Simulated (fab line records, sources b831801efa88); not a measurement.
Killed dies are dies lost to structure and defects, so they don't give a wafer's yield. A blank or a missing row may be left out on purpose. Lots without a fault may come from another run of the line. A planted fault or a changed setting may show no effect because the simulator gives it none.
fab line records | flow sky130 | part 1 of 2: steps 1 to 30 of 40
record lots=5 wafers=15 last_day=49
route steps=708 shown GATE_OXIDE@200 POLY_GATE@204 RES_PROTECT@206 LDD_N@237
lots that met no fault: from a run of the same line without faults
start_h: hours from the record's first day to the start of the lot's first wafer shown | wait_h: hours since the lot's step before | " the same as in the row above | L1.1+2: a row that stands for several wafers | - no value, or no start given | * or withheld: withheld | < > ~ a bound
route shown NAME@n: a module of which the file shows steps, and the number in the route of the first | usual: mean/standard deviation of fault-free wafers | same: alike in all rows | chamber/n: place in a boat | sites: the reading at each site | _std_site: their standard deviation | _edge_site: outer sites' mean less inner sites' | radius_mm: how far each site lies from the wafer's centre | mask NAME#n: copy n | behind: the tool/chamber that last shaped the wafer | hold: why the lot was held/for how many hours/how that ended | device: the transistor (n, p or np) that didn't switch | end of line: the same wafers' tests at the end of the route | a step without rows: its recipe alone | killed: dies lost to structure and defects at the first sort, not the wafer's yield | map: a wafer's dies, x killed, . not, _ none there
set.NAME: the setting as run; set.NAME@STEP: as run at that earlier step | model.NAME: the simulator's own value behind a step, which no gauge read
lots at some steps of the route; a table a step, a row a wafer
services: from which hour (start_h, from the record's first day; less than 0 if before it) a tool's chamber was out of use, for how many hours, and why
## steps
# step SKY_GATE_OXIDE_STRIP_13
# recipe chemistry=O2/N2 power_w=1400 pressure_mtorr=1500 platen_temp_c=withheld o2_flow_sccm=3000 n2_flow_sccm=300 overash_fraction=0.5
# usual chamber_pressure_mTorr=1500.0/1.4 drypump_motor_current_A=5.9/0.51 oes_product_au=0.716/0.0044 strip_time_to_endpoint_s=14.19/0.039
# columns lot.wafer tool chamber start_h wait_h chamber_pressure_mTorr drypump_motor_current_A oes_product_au rf_hours_counter_h strip_time_to_endpoint_s
L075.1 plasma_asher-04 1 315.85 0.0 1501.8 6.2 0.709 61 14.21
L075.2 " 0 " " 1500.3 6.5 0.722 61 14.21
L075.3 " 0 " " 1500.5 6.5 0.716 - 14.22
L077.2 plasma_asher-02 0 331.83 0.0 1500.6 5.6 0.713 49 14.21
L077.3 " 1 " " 1498.7 5.8 0.717 - 14.16
L077.4 " 0 " " 1498.1 5.6 0.723 - 14.17
L079.3 plasma_asher-02 0 348.91 0.0 1500.4 5.6 0.720 - 14.19
L079.4 " 1 " " 1499.5 5.8 0.710 - 14.22
L079.5 " 1 " " 1501.0 5.8 0.719 - 14.18
L089.3 plasma_asher-04 0 447.13 0.0 1500.7 6.5 0.724 - 14.20
L089.5 " 1 " " 1499.8 6.2 0.720 - 14.24
L089.6 " 0 " " 1497.2 6.5 0.723 - 14.22
L093.3 plasma_asher-01 0 466.98 0.0 1500.7 4.8 0.710 - 14.18
L093.4 " 1 " " 1497.5 6.3 0.711 - 14.18
L093.6 " 0 " " 1499.2 4.8 0.720 - 14.13
# step SKY_GATE_OXIDE_TW_MEAS_14
# usual GATE_OXIDE_TW=223.2/1.8
# columns lot.wafer tool chamber start_h wait_h GATE_OXIDE_TW
L075.1 film_metro-01 - 315.95 0.1 224.7
L075.2 " - " " 224.7
L075.3 " - " " 224.4
L077.2 film_metro-01 - 331.94 0.1 223.8
L077.3 " - " " 224.9
L077.4 " - " " 225.2
L079.3 film_metro-02 - 348.99 0.1 221.6
L079.4 " - " " 221.4
L079.5 " - " " 220.7
L089.3 film_metro-03 - 447.22 0.1 220.7
L089.5 " - " " 220.2
L089.6 " - " " 221.1
L093.3 film_metro-03 - 467.07 0.1 220.4
L093.4 " - " " 221.6
L093.6 " - " " 220.1
# step SKY_GATE_OXIDE_CLEAN_15
# recipe chemistry=SC1/SC2 mix=1:4:20 temp_c=70 time_s=150 dry=n2_spin
# columns lot.wafer tool chamber start_h wait_h
L075.1+2+3 wet_bench-03 1 316.01 0.1
L077.2+3+4 wet_bench-04 0 331.99 0.0
L079.3+4+5 wet_bench-02 0 349.03 0.0
L089.3+5+6 wet_bench-02 1 447.26 0.0
L093.3+4+6 wet_bench-03 0 467.11 0.0
# step SKY_GATE_OXIDE_OXIDATION_16
# recipe temp_c=800 ambient=O2 idle_temp_c=700 ramp_up_c_per_min=10 ramp_down_c_per_min=3 stabilise_s=600 purge_s=300 target_thk_a=35.7 ox_time_s=1915
# usual ramp_up_c_per_min=9.9998/0.0018 zone_power_top_pct=25.75/0.28 zone_power_upper_pct=13.0/1.8
# columns lot.wafer tool chamber start_h wait_h ramp_up_c_per_min zone_power_top_pct zone_power_upper_pct
L075.1 furnace-01 0 316.06 0.0 10.002 26.16 11.1
L075.2 " 0 " " 10.001 26.05 11.1
L075.3 " 0 " " 9.9989 26.34 11.4
L077.2 furnace-01 0 332.56 0.5 9.9996 25.91 11.2
L077.3 " 0 " " 10.0000 25.64 11.4
L077.4 " 0 " " 9.9975 25.62 11.2
L079.3 furnace-02 0 349.13 0.0 10.002 25.69 14.8
L079.4 " 0 " " 9.9988 25.63 14.8
L079.5 " 0 " " 9.9972 25.30 15.0
L089.3 furnace-01 0 447.67 0.4 9.9985 25.91 11.3
L089.5 " 0 " " 9.9998 25.22 11.1
L089.6 " 0 " " 10.0000 25.65 11.1
L093.3 furnace-02 0 468.79 1.6 10.001 25.76 14.7
L093.4 " 0 " " 10.000 25.10 14.8
L093.6 " 0 " " 10.000 25.53 14.6
# step SKY_POLY_GATE_CVD_00
# recipe material=poly-Si target_thk_nm=180 temp_c=620 time_s=720 pressure_mtorr=200
# usual zone_power_top_pct=17.5/1.2 zone_power_upper_pct=8.63/0.16
# columns lot.wafer tool chamber start_h wait_h zone_power_top_pct zone_power_upper_pct
L075.1 lpcvd-01 1 317.59 0.0 16.4 8.57
L075.2 " 1 " " 16.8 8.63
L075.3 " 1 " " 16.9 8.70
L077.2 lpcvd-01 1 334.09 0.0 16.9 8.80
L077.3 " 1 " " 16.6 8.57
L077.4 " 1 " " 16.9 8.74
L079.3 lpcvd-01 1 350.67 0.0 16.8 8.65
L079.4 " 1 " " 16.9 8.62
L079.5 " 1 " " 16.5 8.63
L089.3 lpcvd-01 1 449.20 0.0 17.0 8.75
L089.5 " 1 " " 16.8 8.61
L089.6 " 1 " " 16.8 8.84
L093.3 lpcvd-01 1 470.32 0.0 16.9 8.76
L093.4 " 1 " " 16.6 8.69
L093.6 " 1 " " 16.7 8.72
# step SKY_POLY_GATE_THK_MEAS_01
# recipe reads=poly-Si_of_POLY_GATE_CVD_00
# usual POLY_GATE_CVD_00_THK=181.6/1.9
# columns lot.wafer tool chamber start_h wait_h POLY_GATE_CVD_00_THK[nm]
L075.1 film_metro-02 - 318.79 0.0 178.6
L075.2 " - " " 178.0
L075.3 " - " " 176.3
L077.2 film_metro-03 - 335.30 0.0 183.3
L077.3 " - " " 185.3
L077.4 " - " " 186.2
L079.3 film_metro-02 - 351.89 0.0 181.7
L079.4 " - " " 181.7
L079.5 " - " " 182.0
L089.3 film_metro-04 - 450.42 0.0 181.5
L089.5 " - " " 181.8
L089.6 " - " " 180.4
L093.3 film_metro-03 - 471.54 0.0 182.6
L093.4 " - " " 182.7
L093.6 " - " " 182.3
# step SKY_RES_PROTECT_DEHYDRATE_00
# recipe temp_c=200 time_s=60
# columns lot.wafer tool chamber start_h wait_h
L075.1+2+3 litho_track-04 0 331.20 12.4
L077.2+3+4 litho_track-04 0 347.87 12.6
L079.3+4+5 litho_track-04 0 365.70 13.8
L089.3+5+6 litho_track-03 0 465.33 14.9
L093.3+4+6 litho_track-04 0 485.95 14.4
# step SKY_RES_PROTECT_HMDS_01
# recipe prime_time_s=60 prime_temp_c=120
# columns lot.wafer tool chamber start_h wait_h
L075.1+2+3 litho_track-04 0 331.35 0.1
L077.2+3+4 litho_track-04 0 348.02 0.1
L079.3+4+5 litho_track-04 0 365.85 0.1
L089.3+5+6 litho_track-03 0 465.48 0.1
L093.3+4+6 litho_track-04 0 486.10 0.1
# step SKY_RES_PROTECT_COAT_02
# recipe resist=NOVOLAK spin_rpm=3000 resist_thk_nm=1140
# columns lot.wafer tool chamber start_h wait_h
L075.1+2+3 litho_track-04 0 331.50 0.1
L077.2+3+4 litho_track-04 0 348.17 0.1
L079.3+4+5 litho_track-04 0 366.00 0.1
L089.3+5+6 litho_track-03 0 465.63 0.1
L093.3+4+6 litho_track-04 0 486.25 0.1
# step SKY_RES_PROTECT_SOFTBAKE_03
# recipe temp_c=90 time_s=60 resist=NOVOLAK
# columns lot.wafer tool chamber start_h wait_h
L075.1+2+3 litho_track-04 0 331.65 0.1
L077.2+3+4 litho_track-04 0 348.32 0.1
L079.3+4+5 litho_track-04 0 366.15 0.1
L089.3+5+6 litho_track-03 0 465.78 0.1
L093.3+4+6 litho_track-04 0 486.40 0.1
# step SKY_RES_PROTECT_EXPOSE_04
# recipe mask_id=RPM na=0.6 source_shape=conventional sigma_outer=0.6 polarization=unpolarized target_cd_nm=1270 dose_mj=131
# same na=0.6
# columns lot.wafer tool chamber start_h wait_h mask
L075.1+2+3 iline_stepper-02 0 - - RPM#0
L077.2+3+4 iline_stepper-02 0 - - RPM#0
L079.3+4+5 iline_stepper-02 0 - - RPM#0
L089.3+5+6 iline_stepper-02 0 - - RPM#0
L093.3+4+6 iline_stepper-02 0 - - RPM#0
# step SKY_RES_PROTECT_PEB_05
# recipe temp_c=withheld time_s=* resist=NOVOLAK
# columns lot.wafer tool chamber start_h wait_h
L075.1+2+3 litho_track-03 0 - -
L077.2+3+4 litho_track-01 0 - -
L079.3+4+5 litho_track-01 0 - -
L089.3+5+6 litho_track-04 0 - -
L093.3+4+6 litho_track-03 0 - -
# step SKY_RES_PROTECT_DEVELOP_06
# recipe resist=NOVOLAK developer=TMAH develop_time_s=60 dev_temp_c=23
# columns lot.wafer tool chamber start_h wait_h
L075.1+2+3 litho_track-03 0 344.83 0.1
L077.2+3+4 litho_track-01 0 361.99 0.1
L079.3+4+5 litho_track-01 0 379.81 0.1
L089.3+5+6 litho_track-04 0 480.45 0.1
L093.3+4+6 litho_track-03 0 501.83 0.1
# step SKY_POLY_GATE_IMPLANT_02
# recipe species=P energy_kev=30.59 dose_cm2=7.7e+15 tilt_deg=0
# columns lot.wafer tool chamber start_h wait_h
L075.1+2+3 implanter-03 0 344.98 0.1
L077.2+3+4 implanter-04 0 362.14 0.1
L079.3+4+5 implanter-02 0 379.96 0.1
L089.3+5+6 implanter-02 0 480.60 0.1
L093.3+4+6 implanter-04 0 501.98 0.1
# step SKY_RES_PROTECT_STRIP_07
# recipe chemistry=O2/N2 power_w=1400 pressure_mtorr=1500 platen_temp_c=withheld o2_flow_sccm=3000 n2_flow_sccm=300 overash_fraction=0.5
# usual chamber_pressure_mTorr=1500.0/1.3 drypump_motor_current_A=6.0/0.52 oes_product_au=0.516/0.0043 strip_time_to_endpoint_s=23.49/0.044
# columns lot.wafer tool chamber start_h wait_h chamber_pressure_mTorr drypump_motor_current_A oes_product_au rf_hours_counter_h strip_time_to_endpoint_s
L075.1 plasma_asher-04 0 345.13 0.1 1501.0 6.5 0.517 64 23.49
L075.2 " 1 " " 1498.7 6.2 0.513 64 23.47
L075.3 " 1 " " 1500.2 6.2 0.520 - 23.54
L077.2 plasma_asher-04 1 362.26 0.1 1499.4 6.2 0.511 66 23.52
L077.3 " 0 " " 1496.8 6.5 0.518 - 23.56
L077.4 " 1 " " 1500.9 6.2 0.510 - 23.56
L079.3 plasma_asher-01 0 380.10 0.1 1502.5 4.8 0.512 - 23.47
L079.4 " 1 " " 1501.7 6.2 0.515 - 23.48
L079.5 " 1 " " 1498.4 6.3 0.515 - 23.51
L089.3 plasma_asher-04 1 480.73 0.1 1501.6 6.2 0.509 - 23.49
L089.5 " 0 " " 1500.0 6.5 0.516 - 23.53
L089.6 " 1 " " 1501.6 6.2 0.528 - 23.48
L093.3 plasma_asher-04 0 502.11 0.1 1499.9 6.5 0.514 - 23.51
L093.4 " 1 " " 1500.4 6.2 0.516 - 23.46
L093.6 " 0 " " 1499.3 6.4 0.527 - 23.49
# step SKY_RES_PROTECT_TW_MEAS_08
# usual POLY_GATE_TW=4043/38
# columns lot.wafer tool chamber start_h wait_h POLY_GATE_TW
L075.1 film_metro-01 - 345.23 0.1 4075
L075.2 " - " " 4097
L075.3 " - " " 4085
L077.2 film_metro-01 - 362.37 0.1 4066
L077.3 " - " " 4060
L077.4 " - " " 4079
L079.3 film_metro-01 - 380.18 0.1 4080
L079.4 " - " " 4089
L079.5 " - " " 4070
L089.3 film_metro-03 - 480.82 0.1 4003
L089.5 " - " " 4009
L089.6 " - " " 3978
L093.3 film_metro-03 - 502.20 0.1 3971
L093.4 " - " " 3975
L093.6 " - " " 4015
# step SKY_RES_PROTECT_CLEAN_09
# recipe chemistry=SC1/SC2 mix=1:4:20 temp_c=70 time_s=150 dry=n2_spin
# columns lot.wafer tool chamber start_h wait_h
L075.1+2+3 wet_bench-01 1 345.29 0.1
L077.2+3+4 wet_bench-03 3 362.42 0.0
L079.3+4+5 wet_bench-03 0 380.22 0.0
L089.3+5+6 wet_bench-03 3 480.86 0.0
L093.3+4+6 wet_bench-02 3 502.24 0.0
# step SKY_POLY_GATE_CVD_03
# recipe material=Si3N4 precursor=DCS/NH3 target_thk_nm=75 temp_c=770 time_s=1290 pressure_mtorr=250
# usual zone_power_top_pct=28.0/1.2 zone_power_upper_pct=12.5/0.46
# columns lot.wafer tool chamber start_h wait_h zone_power_top_pct zone_power_upper_pct
L075.1 lpcvd-02 1 345.35 0.0 29.2 12.1
L075.2 " 1 " " 29.2 12.0
L075.3 " 1 " " 29.6 12.0
L077.2 lpcvd-02 1 363.48 1.0 29.2 11.8
L077.3 " 1 " " 29.9 12.3
L077.4 " 1 " " 29.2 12.2
L079.3 lpcvd-02 1 386.91 6.6 29.1 12.1
L079.4 " 1 " " 29.5 12.1
L079.5 " 1 " " 29.1 11.7
L089.3 lpcvd-02 0 480.91 0.0 26.6 12.9
L089.5 " 0 " " 26.4 12.9
L089.6 " 0 " " 27.2 12.8
L093.3 lpcvd-02 1 502.98 0.7 29.2 11.9
L093.4 " 1 " " 29.3 12.1
L093.6 " 1 " " 29.2 11.8
# step SKY_POLY_GATE_THK_MEAS_04
# recipe reads=Si3N4_of_POLY_GATE_CVD_03
# usual POLY_GATE_CVD_03_THK=74.9/0.74
# columns lot.wafer tool chamber start_h wait_h POLY_GATE_CVD_03_THK[nm]
L075.1 film_metro-04 - 346.70 0.0 74.5
L075.2 " - " " 73.6
L075.3 " - " " 74.3
L077.2 film_metro-03 - 364.85 0.0 75.9
L077.3 " - " " 75.3
L077.4 " - " " 76.1
L079.3 film_metro-03 - 388.29 0.0 75.3
L079.4 " - " " 75.4
L079.5 " - " " 75.4
L089.3 film_metro-04 - 482.29 0.0 75.7
L089.5 " - " " 75.2
L089.6 " - " " 75.8
L093.3 film_metro-03 - 504.36 0.0 74.9
L093.4 " - " " 74.5
L093.6 " - " " 74.5
# step SKY_POLY_GATE_DEHYDRATE_05
# recipe temp_c=200 time_s=60
# columns lot.wafer tool chamber start_h wait_h
L075.1+2+3 litho_track-03 0 360.08 13.4
L077.2+3+4 litho_track-02 0 378.11 13.3
L079.3+4+5 litho_track-03 0 401.98 13.7
L089.3+5+6 litho_track-03 0 496.68 14.4
L093.3+4+6 litho_track-02 0 518.54 14.2
# step SKY_POLY_GATE_HMDS_06
# recipe prime_time_s=60 prime_temp_c=120
# columns lot.wafer tool chamber start_h wait_h
L075.1+2+3 litho_track-03 0 360.23 0.1
L077.2+3+4 litho_track-02 0 378.26 0.1
L079.3+4+5 litho_track-03 0 402.13 0.1
L089.3+5+6 litho_track-03 0 496.83 0.1
L093.3+4+6 litho_track-02 0 518.69 0.1
# step SKY_POLY_GATE_COAT_07
# recipe resist=BARC temp_c=withheld time_s=withheld spin_rpm=3000 resist_thk_nm=110
# columns lot.wafer tool chamber start_h wait_h
L075.1+2+3 litho_track-03 0 360.38 0.1
L077.2+3+4 litho_track-02 0 378.41 0.1
L079.3+4+5 litho_track-03 0 402.28 0.1
L089.3+5+6 litho_track-03 0 496.98 0.1
L093.3+4+6 litho_track-02 0 518.84 0.1
# step SKY_POLY_GATE_COAT_08
# recipe resist=KrF-thick spin_rpm=3000 resist_thk_nm=450
# columns lot.wafer tool chamber start_h wait_h
L075.1+2+3 litho_track-03 0 - -
L077.2+3+4 litho_track-02 0 - -
L079.3+4+5 litho_track-03 0 - -
L089.3+5+6 litho_track-03 0 - -
L093.3+4+6 litho_track-02 0 - -
# step SKY_POLY_GATE_SOFTBAKE_09
# recipe temp_c=100 time_s=90 resist=KrF-thick
# columns lot.wafer tool chamber start_h wait_h
L075.1+2+3 litho_track-03 0 - -
L077.2+3+4 litho_track-02 0 - -
L079.3+4+5 litho_track-03 0 - -
L089.3+5+6 litho_track-03 0 - -
L093.3+4+6 litho_track-02 0 - -
# step SKY_POLY_GATE_EXPOSE_10
# recipe mask_id=P1M na=0.68 source_shape=conventional sigma_outer=0.6 target_cd_nm=150 dose_mj=28
# same na=0.68
# columns lot.wafer tool chamber start_h wait_h mask
L075.1+2+3 krf_scanner-01 0 - - P1M#0
L077.2+3+4 krf_scanner-02 0 - - P1M#0
L079.3+4+5 krf_scanner-01 0 - - P1M#0
L089.3+5+6 krf_scanner-02 0 - - P1M#0
L093.3+4+6 krf_scanner-02 0 - - P1M#0
# step SKY_POLY_GATE_PEB_11
# recipe peb_temp_c=withheld peb_time_s=withheld resist=KrF-thick
# columns lot.wafer tool chamber start_h wait_h
L075.1+2+3 litho_track-02 0 - -
L077.2+3+4 litho_track-03 0 - -
L079.3+4+5 litho_track-04 0 - -
L089.3+5+6 litho_track-03 0 - -
L093.3+4+6 litho_track-03 0 - -
# step SKY_POLY_GATE_DEVELOP_12
# recipe develop_time_s=60 resist=KrF-thick dev_temp_c=21
# columns lot.wafer tool chamber start_h wait_h
L075.1+2+3 litho_track-02 0 - -
L077.2+3+4 litho_track-03 0 - -
L079.3+4+5 litho_track-04 0 - -
L089.3+5+6 litho_track-03 0 - -
L093.3+4+6 litho_track-03 0 - -
# step SKY_POLY_GATE_CD_MEAS_13
# recipe target_cd_nm=150
# usual cd_nm=149.7/1
# columns lot.wafer tool chamber start_h wait_h cd_nm
L075.1 cd_sem-01 - 374.59 - 149.1
L075.2 " - " " 149.7
L075.3 " - " " 149.6
L077.2 cd_sem-01 - 392.30 - 150.5
L077.3 " - " " 149.7
L077.4 " - " " 149.1
L079.3 cd_sem-02 - 417.54 - 149.2
L079.4 " - " " 149.0
L079.5 " - " " 150.2
L089.3 cd_sem-01 - 512.17 - 150.0
L089.5 " - " " 150.8
L089.6 " - " " 149.0
L093.3 cd_sem-02 - 535.27 - 150.2
L093.4 " - " " 148.9
L093.6 " - " " 150.0
# step SKY_POLY_GATE_OVL_MEAS_14
# usual POLY_GATE_OVL=-1/5.2
# columns lot.wafer tool chamber start_h wait_h POLY_GATE_OVL[nm]
L075.1 overlay-02 - 374.71 0.1 -10
L075.2 " - " " -12
L075.3 " - " " -5
L077.2 overlay-02 - 392.41 0.1 2
L077.3 " - " " 3
L077.4 " - " " -5
L079.3 overlay-02 - 417.63 0.1 7
L079.4 " - " " 0
L079.5 " - " " -5
L089.3 overlay-01 - 512.26 0.1 -6
L089.5 " - " " -8
L089.6 " - " " -3
L093.3 overlay-02 - 535.36 0.1 1
L093.4 " - " " -11
L093.6 " - " " -6
# step SKY_POLY_GATE_ETCH_15
# recipe chemistry=N2/H2 target=BARC ion_energy_ev=200 source_w=500 bias_w=100 pressure_mtorr=30 n2_flow_sccm=100 h2_flow_sccm=200 stop_on=SiO2 time_s=118.5 target_depth_a=1100
# usual chamber_pressure_mTorr=30.00/0.037 drypump_motor_current_A=5.9/0.43 oes_product_au=0.716/0.0045 throttle_valve_pct=13.213/0.0092
# columns lot.wafer tool chamber start_h wait_h chamber_pressure_mTorr drypump_motor_current_A oes_product_au rf_hours_counter_h throttle_valve_pct
L075.1 rie_diel-04 2 374.74 0.0 29.98 5.7 0.725 114 13.225
L075.2 " 1 " " 30.00 5.7 0.717 17 13.207
L075.3 " 3 " " 29.94 5.6 0.718 37 13.216
L077.2 rie_diel-02 0 392.44 0.0 29.98 5.3 0.720 54 13.216
L077.3 " 2 " " 30.04 5.8 0.711 2 13.209
L077.4 " 1 " " 29.99 6.2 0.715 7 13.205
L079.3 rie_diel-02 0 417.65 0.0 30.00 5.3 0.715 55 13.207
L079.4 " 1 " " 29.98 6.2 0.718 8 13.226
L079.5 " 3 " " 30.01 5.8 0.712 - 13.228
L089.3 rie_diel-02 2 512.29 0.0 30.01 5.8 0.710 4 13.226
L089.5 " 1 " " 30.04 6.2 0.719 - 13.226
L089.6 " 0 " " 30.01 5.3 0.718 - 13.224
L093.3 rie_diel-02 1 535.39 0.0 30.00 6.2 0.703 10 13.208
L093.4 " 3 " " 29.97 5.8 0.722 12 13.208
L093.6 " 2 " " 29.99 5.8 0.714 - 13.205
